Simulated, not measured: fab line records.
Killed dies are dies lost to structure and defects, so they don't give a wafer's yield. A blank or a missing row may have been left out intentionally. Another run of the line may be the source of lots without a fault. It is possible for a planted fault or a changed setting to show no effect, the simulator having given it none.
Chamber matching | flow sky130 | 4 sister chambers for SKY_VIA4_CMP_21 on cmp-02
The step polishes, stops on SiO2, t overpolish 25 s, target thk 0 nm. 14 wafers are shown with their chamber, then 7 later ones without.

== EACH WAFER AND ITS CHAMBER ==
wafer  | chamber | motor-current-A (A) | time-to-endpoint-s (s) | slurry-filter-dp-kPa (kPa)
L768.1 | 3       | 10.6                | 124                    | 13.48
L768.2 | 2       | 9.6                 | 120                    | 13.52
L768.6 | 1       | 12.2                | 123                    | 13.63
L769.2 | 1       | 11.9                | 125                    | 13.57
L769.4 | 3       | 10.5                | 122                    | 13.34
L769.5 | 1       | 11.1                | 122                    | 13.45
L774.2 | 1       | 10.7                | 119                    | 13.44
L774.5 | 1       | 10.6                | 121                    | 13.45
L774.6 | 2       | 9.7                 | 120                    | 13.46
L775.1 | 3       | 10.3                | 120                    | 13.34
L775.2 | 2       | 9.6                 | 124                    | 13.64
L775.6 | 1       | 10.8                | 124                    | 13.55
L780.1 | 1       | 11.3                | 122                    | 13.66
L780.2 | 0       | 11.9                | 115                    | 13.24

SIGNATURES (means of the wafers above)
reading              | chamber 0 | chamber 1 | chamber 2 | chamber 3 | scatter within a chamber
motor-current-A      | 11.900    | 11.229    | 9.633     | 10.467    | 0.482
time-to-endpoint-s   | 115.00    | 122.29    | 121.33    | 122.00    | 2.05
slurry-filter-dp-kPa | 13.2400   | 13.5357   | 13.5400   | 13.3867   | 0.0891
Rule: a wafer lies at a distance from a chamber equal to the root of the sum of squares, over the readings, of (its reading less the chamber's mean, divided by the reading's scatter). The wafer belongs to the nearest chamber; if the next one is less than 2 further off, it can't be placed. The scatter is the square root of a quotient: the sum, over the shown wafers, of each reading's squared deviation from its chamber's mean, divided by wafers minus chambers.

== WAFERS WITH NO CHAMBER GIVEN ==
wafer  | motor-current-A (A) | time-to-endpoint-s (s) | slurry-filter-dp-kPa (kPa)
L780.4 | 11.0                | 123                    | 13.64
L786.1 | 9.9                 | 121                    | 13.53
L786.3 | 11.8                | 114                    | 13.46
L786.4 | 11.5                | 125                    | 13.37
L788.2 | 9.5                 | 125                    | 13.62
L788.4 | 10.4                | 124                    | 13.40
L788.6 | 10.9                | 122                    | 13.40

== WHICH CHAMBER EACH ONE RAN IN ==
wafer  | from the rows above          | in truth
L780.4 | can't be placed: 1 or 3 or 2 | 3
L786.1 | can't be placed: 2 or 3      | 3
L786.3 | can't be placed: 0 or 1      | 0
L786.4 | can't be placed: 1 or 3      | 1
L788.2 | can't be placed: 2 or 3 or 1 | 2
L788.4 | can't be placed: 3 or 1 or 2 | 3
L788.6 | can't be placed: 3 or 1      | 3
0 of 7 placed correctly. These rows do not allow placing 7 (true chamber among the candidates in 7). Wrongly placed: 0.
